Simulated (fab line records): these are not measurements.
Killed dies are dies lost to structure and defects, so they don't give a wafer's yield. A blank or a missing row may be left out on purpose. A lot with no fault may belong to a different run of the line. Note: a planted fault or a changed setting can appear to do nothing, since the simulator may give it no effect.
One fault through the eyes of 2 desks | flow sky130 | only its own numbers are on each desk; what lay behind them is given at the end

== FOR THE TOOL OWNER'S DESK: rie_diel-01 ==
The tool's own readings at SKY_VIA4_ETCH_12 (etches SiO2 in C4F8/O2/Ar, stops on TiN, target depth 580 nm): means of the sampled wafers that have a number, for each lot that ran on this tool. Marked OUT: a lot whose mean sits more than 4 standard deviations from the usual mean, which makes it out of limits; the brackets give that distance.
Columns: A = oes_product_au at SKY_VIA4_ETCH_12, usual 0.925 a.u.; B = rf_fwd_power_W at SKY_VIA4_ETCH_12, usual 1491 W
lot  | first seen here | A     | B
L656 | day 43 11:15    | 0.927 | 1494
L657 | day 43 19:44    | 0.925 | 1491
L660 | day 45 11:17    | 0.926 | 1488
L663 | day 45 14:43    | 0.926 | 1491
L665 | day 45 22:41    | 0.925 | 1250 (-45) OUT
L671 | day 47 06:26    | 0.927 | 1253 (-45) OUT
This desk's finding: out of limits on L665, L671; first on L665, day 45 22:41 (rf_fwd_power_W at SKY_VIA4_ETCH_12). L656, L657, L660, L663: within limits.

== FROM THE METROLOGY DESK ==
Lot by lot, what the gauges showed, no matter which tool ran the lot: averages of those sampled wafers that carry a number. Marked OUT: a lot whose mean sits more than 4 standard deviations from the usual mean, which makes it out of limits; the brackets give that distance.
Columns: A = cd_nm at SKY_METAL3_CD_MEAS_13, usual 299.9 nm; B = CAP2M_CVD_00_THK at SKY_CAP2M_THK_MEAS_01, usual 15.56 nm
lot  | first seen here | A     | B
L654 | day 38 13:25    | 301.9 | 15.48
L656 | day 39 01:40    | 301.5 | 15.37
L657 | day 39 10:20    | 299.2 | 15.68
L658 | day 39 14:49    | 299.0 | 15.53
L659 | day 39 20:34    | 301.7 | 15.57
L660 | day 41 09:54    | 299.9 | 15.48
L663 | day 41 14:15    | 301.1 | 15.73
L665 | day 41 22:04    | 299.7 | 15.61
L671 | day 43 11:00    | 296.6 | 15.82
L672 | day 43 19:23    | 297.9 | 15.36
L673 | day 43 20:52    | 299.0 | 15.58
L674 | day 44 10:31    | 301.1 | 15.75
L677 | day 44 21:25    | 297.1 | 15.43
Finding of this desk: none of the 13 lots has anything out of limits.

== TAKEN TOGETHER ==
An alarm could have come from the tool owner's desk at day 45 22:41, on L665, L671.
Metrology desk: nothing out of limits seen.
The metrology desk holds a record of L665, L671, inside its limits.
On rie_diel-01, each named lot ran SKY_VIA4_ETCH_12.

== WHAT THE SIMULATOR HAD INSERTED ==
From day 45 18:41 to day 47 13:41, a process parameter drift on rie_diel-01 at SKY_VIA4_ETCH_12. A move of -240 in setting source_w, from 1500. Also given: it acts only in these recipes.
Lots struck among those shown: L665, L671.
Each desk's first reading out of limits, in hours after the fault started: the tool owner's desk, 4.
